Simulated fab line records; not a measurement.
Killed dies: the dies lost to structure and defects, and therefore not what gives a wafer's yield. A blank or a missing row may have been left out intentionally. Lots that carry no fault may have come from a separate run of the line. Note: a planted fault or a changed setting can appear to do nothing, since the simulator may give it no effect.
Which tool was responsible? :: flow gf180mcu :: 14 lots with 42 wafers sampled at 2 steps, on a route of 602 steps

== WHAT THE GAUGES READ, wafer by wafer ==
GF_V2_THK_MEAS_03.
lot: L794
measured: day 19 19:21
on: filmMetro-04
V2_CVD_02_THK (nm): 838 868 869

lot: L795
measured: day 20 00:59
on: filmMetro-04
V2_CVD_02_THK (nm): 845 848 855

lot: L796
measured: day 20 12:11
on: filmMetro-02
V2_CVD_02_THK (nm): 831 861 846

lot: L797
measured: day 21 02:14
on: filmMetro-02
V2_CVD_02_THK (nm): 847 857 869

lot: L799
measured: day 21 10:08
on: filmMetro-04
V2_CVD_02_THK (nm): 851 861 856

lot: L800
measured: day 22 11:06
on: filmMetro-02
V2_CVD_02_THK (nm): 848 850 866

lot: L803
measured: day 22 21:05
on: filmMetro-02
V2_CVD_02_THK (nm): 839 849 855

lot: L805
measured: day 24 02:50
on: filmMetro-04
V2_CVD_02_THK (nm): 847 861 867

lot: L807
measured: day 24 11:14
on: filmMetro-01
V2_CVD_02_THK (nm): 841 857 856

lot: L811
measured: day 26 00:53
on: filmMetro-04
V2_CVD_02_THK (nm): 843 843 852

lot: L813
measured: day 26 05:56
on: filmMetro-01
V2_CVD_02_THK (nm): 837 858 846

lot: L815
measured: day 26 18:16
on: filmMetro-04
V2_CVD_02_THK (nm): 845 847 853

lot: L816
measured: day 27 02:32
on: filmMetro-02
V2_CVD_02_THK (nm): 851 836 844

lot: L817
measured: day 27 04:24
on: filmMetro-01
V2_CVD_02_THK (nm): 837 846 841

== EACH LOT AND THE TOOL THAT RAN IT (in order: tool; ch and the chambers of the sampled wafers; start) ==
lot: L794
GF_M2_SPUTTER_03: pvdSputter-01, day 18 17:04

lot: L795
GF_M2_SPUTTER_03: pvdSputter-01, day 18 23:25

lot: L796
GF_M2_SPUTTER_03: pvdSputter-03, day 19 10:05

lot: L797
GF_M2_SPUTTER_03: pvdSputter-03, day 20 01:04

lot: L799
GF_M2_SPUTTER_03: pvdSputter-03, day 20 09:24

lot: L800
GF_M2_SPUTTER_03: pvdSputter-01, day 21 10:13

lot: L803
GF_M2_SPUTTER_03: pvdSputter-01, day 21 20:35

lot: L805
GF_M2_SPUTTER_03: pvdSputter-04, day 22 22:27

lot: L807
GF_M2_SPUTTER_03: pvdSputter-01, day 23 13:35

lot: L811
GF_M2_SPUTTER_03: pvdSputter-04, day 25 03:31

lot: L813
GF_M2_SPUTTER_03: pvdSputter-04, day 25 07:13

lot: L815
GF_M2_SPUTTER_03: pvdSputter-03, day 25 20:04

lot: L816
GF_M2_SPUTTER_03: pvdSputter-04, day 26 04:20

lot: L817
GF_M2_SPUTTER_03: pvdSputter-04, day 26 06:38
- GF_M2_SPUTTER_03: material Ti, target thk 10 nm, time 6.7 s.

== AS READ BY THE TOOLS THEMSELVES (means over the sampled wafers that have a number; for cases with no such wafer, the mark the record gives instead) ==
GF_M2_SPUTTER_03.
lot: L794
tool: pvdSputter-01
throttleValvePct (%): 30.6

lot: L795
tool: pvdSputter-01
throttleValvePct (%): 30.4

lot: L796
tool: pvdSputter-03
throttleValvePct (%): 30.3

lot: L797
tool: pvdSputter-03
throttleValvePct (%): 31.1

lot: L799
tool: pvdSputter-03
throttleValvePct (%): 30.5

lot: L800
tool: pvdSputter-01
throttleValvePct (%): 30.2

lot: L803
tool: pvdSputter-01
throttleValvePct (%): 30.1

lot: L805
tool: pvdSputter-04
throttleValvePct (%): 30.8

lot: L807
tool: pvdSputter-01
throttleValvePct (%): 30.4

lot: L811
tool: pvdSputter-04
throttleValvePct (%): 31.2

lot: L813
tool: pvdSputter-04
throttleValvePct (%): 32.3

lot: L815
tool: pvdSputter-03
throttleValvePct (%): 31.3

lot: L816
tool: pvdSputter-04
throttleValvePct (%): 29.7

lot: L817
tool: pvdSputter-04
throttleValvePct (%): 31.0

== THE ANSWER, worked out from the rows above alone ==
Rule: the usual values come from the lots themselves. The widest of any qualifying gaps counts: lots, ordered by their means at a reading, are off when they make up no more than a third of the lots, leave a main group of 4 or more, and stand apart from it by 3 or more times the standard deviation of that group's means. Not used: any main group whose means are identical at the precision the tables above print for the reading. Also off: a lot with no number at a reading for which 4 or more lots have one. All remaining lots with rows at the step are treated as sound. Order of review: gauges by route order, followed by the tools' own readings, for which a lot's mean as printed above is used. The first step at which some lot is off is used, and at that step the reading that is off furthest; a lot without a number counts as furthest.
Across all readings shown, no lot is off: no conclusion can be drawn from this.

== WHAT THE SIMULATOR HAD INSERTED ==
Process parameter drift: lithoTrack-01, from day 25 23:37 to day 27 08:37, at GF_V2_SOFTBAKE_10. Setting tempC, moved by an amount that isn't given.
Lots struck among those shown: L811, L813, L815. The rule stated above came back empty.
